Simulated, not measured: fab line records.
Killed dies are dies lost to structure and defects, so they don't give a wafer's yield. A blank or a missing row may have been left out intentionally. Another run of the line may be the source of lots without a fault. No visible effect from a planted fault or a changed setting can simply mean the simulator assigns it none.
Chamber matching -- flow gf180mcu -- GF_CONTACT_ETCH_16 on rieDiel-04: 4 sister chambers
The step etches BARC in N2/H2. 8 wafers are shown with their chamber, then 7 later ones without.

## WAFERS, EACH WITH ITS CHAMBER
wafer,chamber,drypumpMotorCurrentA (A),throttleValvePct (%)
L683.1,2,4.7,13.231
L684.3,2,4.7,13.229
L684.6,3,6.3,13.221
L687.6,1,5.2,13.236
L690.4,1,5.2,13.230
L690.5,0,5.6,13.222
L695.1,3,6.3,13.237
L695.4,0,5.7,13.209

## WAFERS MISSING THEIR CHAMBER
wafer,drypumpMotorCurrentA (A),throttleValvePct (%)
L695.5,5.7,13.232
L699.1,5.7,13.211
L699.3,6.3,13.227
L699.5,6.3,13.207
L701.1,5.3,13.232
L701.2,4.7,13.228
L701.3,6.3,13.237

## CHAMBER TAKEN BY EACH
wafer,from the rows above,in truth
L695.5,0,0
L699.1,0,0
L699.3,3,3
L699.5,3,3
L701.1,1,1
L701.2,2,2
L701.3,3,3
Correct placement for 7 of the 7. Number that these rows cannot place: 0. 0 placed wrongly.
How it was worked out, from the rows above alone: a wafer's distance from a chamber is the root of the sum, over the readings, of the square of ((its reading less the chamber's mean) divided by the reading's scatter). If the next closest chamber is less than 2 further off than the closest, the wafer can't be placed; otherwise it belongs to the closest. The mean given for a chamber averages the wafers shown for that chamber. How the scatter is found: for the shown wafers, subtract from each reading the mean of its chamber, square and add these, divide the total by (wafers less chambers), then take the root.
